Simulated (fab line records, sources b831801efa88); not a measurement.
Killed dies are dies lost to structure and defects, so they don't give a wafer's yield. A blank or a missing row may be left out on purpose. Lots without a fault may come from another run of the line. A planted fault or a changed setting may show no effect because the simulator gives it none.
Which tool did it? | flow gf180mcu | 6 lots, 18 wafers sampled, at 3 steps of a route of 602

WHAT THE GAUGES READ, wafer by wafer
GF_V5_CD_MEAS_14: target cd 260 nm.
lot  | measured     | on        | cd_nm (nm)
L857 | day 27 13:05 | cd_sem-01 | 261.9 260.7 261.2
L859 | day 28 03:00 | cd_sem-02 | 258.2 257.9 256.4
L862 | day 28 23:38 | cd_sem-01 | 258.9 259.5 259.6
L865 | day 30 05:00 | cd_sem-01 | 259.9 259.8 259.1
L872 | day 31 20:14 | cd_sem-01 | 259.4 259.3 260.2
L876 | day 32 19:38 | cd_sem-01 | 259.1 257.9 258.4

WHICH TOOL RAN EACH LOT (tool, then ch and the chambers of the sampled wafers, then the start)
lot  | GF_MIM_SPUTTER_00            | GF_V5_PEB_12
L857 | pvd_sputter-01, day 24 20:29 | litho_track-02 ch 0, day 27 12:44
L859 | pvd_sputter-01, day 25 10:53 | litho_track-02 ch 0, day 28 02:40
L862 | pvd_sputter-04, day 26 10:27 | litho_track-04 ch 0, day 28 23:17
L865 | pvd_sputter-04, day 27 16:34 | litho_track-04 ch 0, day 30 04:35
L872 | pvd_sputter-01, day 29 12:33 | litho_track-01 ch 0, day 31 19:53
L876 | pvd_sputter-01, day 30 13:38 | litho_track-01 ch 0, day 32 19:17
- GF_MIM_SPUTTER_00: material Ti, target thk 37.5 nm, time 150 s.
- GF_V5_PEB_12: peb time 90 s.

THE ANSWER, worked out from the rows above alone
Rule: what is usual is taken from the lots themselves. Put in order of their means at a reading, lots are off if they are a third of the lots or fewer, leave a main group of 4 or more, and stand apart from it by a gap of 3 or more times the standard deviation of the main group's means; of several such gaps the widest counts. A main group whose means are all the same, to the digits that the tables above print for the reading, isn't used. A lot without any number at a reading at which 4 lots or more have one is off too. The other lots that the step has rows for count as sound.
No lot is off at any reading shown: from this, nothing can be told.

WHAT THE SIMULATOR HAD PUT IN
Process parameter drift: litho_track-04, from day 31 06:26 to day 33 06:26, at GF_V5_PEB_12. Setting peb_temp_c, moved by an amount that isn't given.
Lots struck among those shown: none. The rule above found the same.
